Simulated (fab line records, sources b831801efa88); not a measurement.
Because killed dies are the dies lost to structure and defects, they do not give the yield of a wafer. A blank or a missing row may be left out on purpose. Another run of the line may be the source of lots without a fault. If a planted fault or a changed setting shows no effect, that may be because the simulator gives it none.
One fault through the eyes of 2 desks / flow sky130 / only its own numbers are on each desk; what lay behind them is given at the end

FROM THE METROLOGY DESK
What the gauges read, lot by lot, whatever tool the lot ran on: means of the sampled wafers that have a number. The brackets show how far a lot's mean lies from the usual mean; more than 4 standard deviations puts the lot out of limits, marked OUT.
Columns: A = cdNm at SKY_SONOS_TUNNEL_CD_MEAS_07, usual 410.8 nm; B = SONOS_ONO_OVL at SKY_SONOS_ONO_OVL_MEAS_14, usual -0.1 nm; C = GATE_OXIDE_OVL at SKY_GATE_OXIDE_OVL_MEAS_10, usual 0.5 nm
lot=L539; first seen here=day 11 03:58; A=411.4; B=0.5; C=-0.4
lot=L541; first seen here=day 11 20:13; A=410.8; B=-1.0; C=1.0
lot=L542; first seen here=day 12 00:34; A=411.8; B=-0.0; C=0.2
lot=L547; first seen here=day 14 04:11; A=396.1 (-6.4) OUT; B=-0.2; C=0.6
lot=L549; first seen here=day 14 19:50; A=407.4; B=-1.9; C=2.3
lot=L552; first seen here=day 15 12:58; A=411.5; B=1.1; C=1.6
lot=L556; first seen here=day 16 21:13; A=410.0; B=1.0; C=-1.2
lot=L557; first seen here=day 17 05:10; A=410.2; B=0.7; C=3.3
lot=L558; first seen here=day 17 21:14; A=406.0; B=1.8; C=-0.6
lot=L559; first seen here=day 18 19:13; A=406.7; B=0.9; C=1.0
lot=L561; first seen here=day 19 01:13; A=410.2; B=-0.7; C=1.9
lot=L560; first seen here=day 19 02:10; A=414.5; B=0.0; C=1.1
lot=L562; first seen here=day 19 14:25; A=411.1; B=-1.8; C=3.2
This desk finds L547 out of limits, L547 being first, at day 14 04:11 (cdNm at SKY_SONOS_TUNNEL_CD_MEAS_07). L539, L541, L542, L549, L552, L556, L557, L558, L559, L561, L560, L562 stayed within limits.

THE TOOL OWNER'S DESK: lithoTrack-01
The tool's own readings at SKY_SONOS_TUNNEL_DEVELOP_06 (develop time 60 s): means of the sampled wafers that have a number, for each lot that ran on this tool. The brackets show how far a lot's mean lies from the usual mean; more than 4 standard deviations puts the lot out of limits, marked OUT.
Columns: A = developerTempC at SKY_SONOS_TUNNEL_DEVELOP_06, usual 22.99 C
lot=L541; first seen here=day 11 20:04; A=23.02
lot=L547; first seen here=day 14 04:02; A=23.05
lot=L549; first seen here=day 14 19:43; A=22.93
lot=L556; first seen here=day 16 21:04; A=22.96
lot=L559; first seen here=day 18 19:04; A=23.00
lot=L561; first seen here=day 19 01:04; A=23.01
lot=L560; first seen here=day 19 02:01; A=23.02
lot=L562; first seen here=day 19 14:17; A=22.95
This desk's verdict: no lot among the 8 shows anything out of limits.

BROUGHT TOGETHER
On L547, the metrology desk was in a position to raise an alarm at day 14 04:11.
The desk of the tool owner found nothing out of limits.
Tool owner's desk: L547 on record, inside its limits.
Every lot named ran SKY_SONOS_TUNNEL_DEVELOP_06 on lithoTrack-01.

WHAT THE SIMULATOR HAD PUT IN
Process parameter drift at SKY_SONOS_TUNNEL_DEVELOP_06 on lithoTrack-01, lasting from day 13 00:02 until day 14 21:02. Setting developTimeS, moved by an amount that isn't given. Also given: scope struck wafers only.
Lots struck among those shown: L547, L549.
Time in hours between the start of the fault and the first out-of-limits reading at each desk: metrology desk, 28.
